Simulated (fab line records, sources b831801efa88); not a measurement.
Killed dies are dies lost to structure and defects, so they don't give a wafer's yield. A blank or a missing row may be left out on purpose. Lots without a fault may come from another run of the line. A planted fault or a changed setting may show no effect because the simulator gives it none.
A struck lot beside a sound one | flow sky130 | 17 steps out of a route of 708
Sound: wafers L910.1, L910.3, L910.4. Struck: wafers L916.1, L916.3, L916.5. The cause comes at the end.
At each step with rows: each side's tool, then ch and its chambers, then its first start. Under that, the readings that differ: sound wafers | struck wafers | difference of the means | sigmas: that difference in standard deviations of wafers without a fault.
alike: readings whose means differ by less than 2 such deviations, and words and numbers that are the same on both sides. not compared: withheld readings, readings that some wafer has no value for, bounds like >300 that may hide the same value, and numbers for which the record gives no deviation and whose values overlap.
The two part at a step that has a row with sigmas, a row that says differs or no value, or rows on one side only. Numbers that don't overlap but have no deviation are shown without sigmas and don't part them. A reading that every wafer of one side lacks parts them only if that side has two wafers or more.

SKY_LDD_HVN_OVL_MEAS_07:
  sound on overlay-02, day 22 18:53; struck on overlay-01, day 24 14:52
  alike: LDD_HVN_OVL
then, 1 step without rows for these wafers: SKY_LDD_HVN_IMPLANT_08.
SKY_LDD_HVN_STRIP_09: strips in O2/N2.
  sound on plasma_asher-01 ch 0,1, day 22 19:04; struck on plasma_asher-01 ch 0, day 24 15:04
  alike: drypump_motor_current_A, o2_flow_sccm, oes_product_au, strip_time_to_endpoint_s
  not compared: rf_hours_counter_h
SKY_LDD_HVN_TW_MEAS_10:
  sound on film_metro-01, day 22 19:10; struck on film_metro-02, day 24 15:10
  reading    | sound          | struck         | difference | sigmas
  LDD_HVN_TW | 1424 1424 1416 | 1449 1443 1442 | +23        | +2
then, 7 steps without rows for these wafers: SKY_LDD_HVP_DEHYDRATE_00 (time 60 s); SKY_LDD_HVP_HMDS_01 (prime time 60 s); SKY_LDD_HVP_COAT_02 (resist thk 300 nm); SKY_LDD_HVP_SOFTBAKE_03 (time 60 s); SKY_LDD_HVP_EXPOSE_04 (exposes mask HVPTM, target cd 700 nm); SKY_LDD_HVP_PEB_05; SKY_LDD_HVP_DEVELOP_06 (develop time 60 s).
SKY_LDD_HVP_OVL_MEAS_07:
  sound on overlay-02, day 24 01:17; struck on overlay-02, day 25 20:32
  alike: LDD_HVP_OVL
SKY_LDD_HVP_IMPLANT_08:
  sound on implanter-04 ch 0, day 24 01:20; struck on implanter-03 ch 0, day 25 20:35
  reading                   | sound             | struck            | difference | sigmas
  implant_ion_amu           | 11 11 11          | 49 49 49          | +38        |
  model.implant.rp_nm (nm)  | 63.18 63.18 63.18 | 16.48 16.48 16.48 | -46.70     |
  model.implant.drp_nm (nm) | 28.53 28.53 28.53 | 9.782 9.782 9.782 | -18.748    |
  alike: beam_on_s
SKY_LDD_HVP_STRIP_09: strips in O2/N2.
  sound on plasma_asher-02 ch 0,1, day 24 01:29; struck on plasma_asher-04 ch 1, day 25 20:44
  alike: drypump_motor_current_A, o2_flow_sccm, oes_product_au, strip_time_to_endpoint_s
  not compared: rf_hours_counter_h
SKY_LDD_HVP_TW_MEAS_10:
  sound on film_metro-02, day 24 01:35; struck on film_metro-04, day 25 20:50
  reading    | sound       | struck      | difference | sigmas
  LDD_HVP_TW | 460 460 460 | 705 704 705 | +245       | +68
then, 1 step without rows for these wafers: SKY_LDD_LDN_DEHYDRATE_00 (time 60 s).
-- the record jumps here: 23 days lie between the struck wafers' starts before and after (it left off in module LDD_LDN and takes up again in module PAD_OPEN, whose first step shown is number 708 of the route) --
SKY_PAD_OPEN_PROBE_99:
  sound on prober-02, day 47 09:25; struck on prober-02, day 48 16:01
  reading                                   | sound                  | struck                  | difference | sigmas
  model.etest.tip_p_5v.rs_ohm_sq            | 2838 2846 2832         | 4657 4574 4559          | +1758      |
  model.etest.pfet_g5v0d10v5.r_on_ohm_um    | 4700 4772 4672         | 5364 5273 5326          | +606       |
  model.etest.pfet_g5v0d10v5.drive_ua_um    | 349.4 347.1 347.1      | 297.3 305.7 302.9       | -45.9      |
  model.etest.res_pdiff_hv.rs_ohm_sq        | 191.3 192.8 190.7      | 199 197.6 196.2         | +6         |
  model.etest.ring_5v.delay_ps              | 44.55 44.71 44.09      | 47.6 46.3 47.25         | +2.6       |
  model.etest.pfet_g5v0d10v5.off_log10_a_um | -12.4 -12.48 -12.54    | -13.38 -13.38 -13.3     | -0.88      |
  model.etest.pfet_g5v0d10v5.vt_sat_v (V)   | -0.6232 -0.6246 -0.631 | -0.7764 -0.7706 -0.7817 | -0.1500    |
  alike: killed_at_M0_to_M3, killed_at_M4_up, killed_at_contacts, killed_at_front_end, killed_at_other, killed_dies, killed_open, killed_short
  not compared: model.etest.tip_p_5v.rs_ohm_sq_range

WHERE THEY PART
First at SKY_LDD_HVN_TW_MEAS_10; last, within this record, at SKY_LDD_HVP_TW_MEAS_10. Later steps at which nothing parts them and some readings are alike: SKY_PAD_OPEN_PROBE_99.

WHY: what the simulator had put in
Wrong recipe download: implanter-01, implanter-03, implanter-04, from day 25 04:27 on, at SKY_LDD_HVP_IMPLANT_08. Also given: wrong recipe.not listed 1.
